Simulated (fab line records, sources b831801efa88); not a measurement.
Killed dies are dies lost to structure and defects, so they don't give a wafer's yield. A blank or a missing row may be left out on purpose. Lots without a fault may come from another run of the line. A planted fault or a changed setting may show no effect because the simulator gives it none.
Problem report in the 8D (eight disciplines) form, filled by code | flow sky130 | the parts of the form that need people (team, actions taken, sign-off) are left out

1. THE PROBLEM
CAPM_CVD_00_THK at SKY_CAPM_THK_MEAS_01 reads a mean of 18.63 nm on 9 wafers of 3 lots; wafers without a fault read 15.63 nm with a standard deviation of 0.22. That is +14 standard deviations from the usual mean.
First seen on wafer L412.2, day 41 16:50, on film_metro-02. The record holds 39 wafers of 13 lots with a number at this step. Rule for "out", or "out of limits": more than 4 standard deviations from the usual mean. The other wafers with a number count as sound.

2. WHAT IT IS AND WHAT IT IS NOT
question                    | is                     | is not
which readings at this step | CAPM_CVD_00_THK        | -
which lots                  | L412, L413, L414       | L394, L395, L396, L397, L399, L400, L401, L402, L403, L417
which wafers of those lots  | all that have a number | -
read on which gauges        | film_metro-02          | film_metro-01, film_metro-04
when                        | from day 41 16:50      | up to then (27 sound wafers); but 3 sound wafers of L417 came after

3. SUSPECTS, AND WHAT RULES EACH OUT
Counting: a tool at a process step up to the reading stays a suspect if it ran every lot that is out and no sound lot after the first of them.
- the gauge at SKY_CAPM_THK_MEAS_01: kept. All the wafers that are out were read on film_metro-02, and no step on other tools shows them out.
- cvd_w-02 at SKY_VIA2_CVD_21 (deposits W, target thk 420 nm, time 126.4 s): ruled out as a lasting fault. Sound lots L417 ran on it after its first lot that is out, L412 (day 41 15:44).
Left after counting: film_metro-02 at SKY_CAPM_THK_MEAS_01.

4. THE CAUSE (what the simulator had put in)
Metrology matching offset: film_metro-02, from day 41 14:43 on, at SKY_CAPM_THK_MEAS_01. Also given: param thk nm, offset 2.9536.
Counting left only this tool.

5. THE CHAIN OF EFFECTS, in route order
Each row: a reading whose mean over the struck wafers that have a number lies more than 3 standard deviations from the usual. Only readings for which the record gives a usual standard deviation are gone through. hours: the time from each lot's start at the first step in this table that gives one to its start at this step, as a median over the lots. sigmas: the change in usual standard deviations.
hours | step                 | reading         | usual    | on struck wafers | change | sigmas
0     | SKY_CAPM_THK_MEAS_01 | CAPM_CVD_00_THK | 15.63 nm | 18.63            | +3.00  | +14

6. WHAT WOULD HAVE CAUGHT IT SOONER
In this record the first reading out of limits at a measuring or inspecting step was taken at day 41 16:50, 2 hours after the fault began at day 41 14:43.
